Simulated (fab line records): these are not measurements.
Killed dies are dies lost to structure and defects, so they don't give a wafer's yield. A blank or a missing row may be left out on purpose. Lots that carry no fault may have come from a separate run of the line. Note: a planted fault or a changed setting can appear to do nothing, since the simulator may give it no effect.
A lot that was struck, set against a sound lot ; flow sky130 ; 15 out of 708 route steps
Sound: these wafers, L589.2, L589.4, L589.6. Wafers L594.2, L594.4, L594.5 were the ones struck. The cause is named last.
Order at every step that has rows: each side's tool, ch and its chambers, its first start. Under that, the readings that differ: sound wafers ; struck wafers ; difference of the means ; sigmas: that difference in standard deviations of wafers without a fault.
alike: readings whose means differ by less than 2 such deviations, and words and numbers that are the same on both sides. not compared: withheld readings, readings that some wafer has no value for, bounds like >300 that may hide the same value, and numbers for which the record gives no deviation and whose values overlap.
Wherever a step has rows on one side only, a row that says differs or no value, or a row with sigmas, the two part there. When numbers do not overlap yet have no deviation, they are printed without sigmas and do not part them. A reading that every wafer of one side lacks parts them only if that side has two wafers or more.

SKY_VIA4_THK_MEAS_01:
  sound: film_metro-03 at day 44 18:49; struck: film_metro-02 at day 46 07:28
  alike: VIA4_HDPCVD_THK
SKY_VIA4_CMP_02: polishes SiO2.
  sound on cmp-01 ch 1,2,3, day 44 18:55; struck on cmp-01 ch 2,3, day 46 07:31
  alike: head_pressure_psi, motor_current_A
SKY_VIA4_BOW_MEAS_03:
  sound: film_metro-04 at day 44 19:11; struck: film_metro-04 at day 46 07:50
  alike: VIA4_BOW
then, 7 steps without rows for these wafers: SKY_VIA4_DEHYDRATE_04 (time 60 s); SKY_VIA4_HMDS_05 (prime time 60 s); SKY_VIA4_COAT_06 (resist thk 1140 nm); SKY_VIA4_SOFTBAKE_07 (time 60 s); SKY_VIA4_EXPOSE_08 (exposes mask VIM4, target cd 800 nm); SKY_VIA4_PEB_09; SKY_VIA4_DEVELOP_10 (develop time 60 s).
SKY_VIA4_OVL_MEAS_11:
  sound: overlay-02 at day 45 16:02; struck: overlay-01 at day 47 03:40
  alike: VIA4_OVL
SKY_VIA4_ETCH_12: etches SiO2 in C4F8/O2/Ar, stops on TiN, target depth 580 nm.
  sound on rie_diel-01 ch 1,3, day 45 16:04; struck on rie_diel-02 ch 0,2,3, day 47 03:42
  alike: oes_product_au
SKY_VIA4_STRIP_13: strips in O2/N2.
  sound on plasma_asher-03 ch 0,1, day 45 16:08; struck on plasma_asher-04 ch 0,1, day 47 03:46
  no value came back on the struck wafers for any of 5 readings (chamber_pressure_mTorr (mTorr), drypump_motor_current_A (A) and others); on the sound wafers chamber_pressure_mTorr (mTorr) reads 1500.7 1502.1 1501.0
reading;sound;struck;difference;sigmas
model.NOVOLAK_of_VIA4_COAT_06.thk_nm (nm);0 0 0;1022 1013 1012;+1016;
  not compared: rf_hours_counter_h
then, 1 step without rows for these wafers: SKY_VIA4_STRIP_14 (strips in post etch residue remover, time 1200 s).
-- the record jumps here: 3 days lie between the struck wafers' starts before and after (it left off in module VIA4 and takes up again in module PAD_OPEN, whose first step shown is number 708 of the route) --
SKY_PAD_OPEN_PROBE_99:
  sound: prober-01 at day 48 09:51; struck: prober-02 at day 49 16:10
reading;sound;struck;difference;sigmas
hold;- - -;await_dispo/2.3h/scrap await_dispo/2.3h/scrap await_dispo/2.3h/scrap;no value on the sound wafers;
defect_limited_yield (%);82.7 82.1 78.0;0 0.6 0.4;-81;-38
killed_at_M0_to_M3;35 47 57;14 5 10;-37;-6
killed_at_M4_up;8 1 3;473 476 471;+469;+99 or more
killed_at_contacts;25 22 27;4 2 5;-21;-4
killed_at_front_end;17 18 21;1 6 4;-15;-3
killed_dies;85 88 108;492 489 490;+397;+40
killed_on_rim;12 22 20;96 96 96;+78;+20
killed_open;50 50 57;11 8 10;-43;-6
killed_short;35 38 51;9 5 10;-33;-5
sort_bin_3_pad_short (%);0.6 0.8 1.6;23.4 26.8 22.4;+23.2;+48
sort_bin_5_function (%);11.0 11.0 11.8;73.2 69.1 75.4;+61.3;+44
sort_bin_6_memory (%);5.7 6.1 8.5;3.5 3.5 1.8;-3.8;-3
sort_n_pass;407 404 384;0 3 2;-397;-40
sort_yield_pct (%);82.7 82.1 78.0;0 0.6 0.4;-81;-38
  alike: killed_at_other

== WHERE THEY PART ==
Earliest at SKY_VIA4_STRIP_13; latest, in this record, at SKY_PAD_OPEN_PROBE_99.

WHY: the cause the simulator had injected
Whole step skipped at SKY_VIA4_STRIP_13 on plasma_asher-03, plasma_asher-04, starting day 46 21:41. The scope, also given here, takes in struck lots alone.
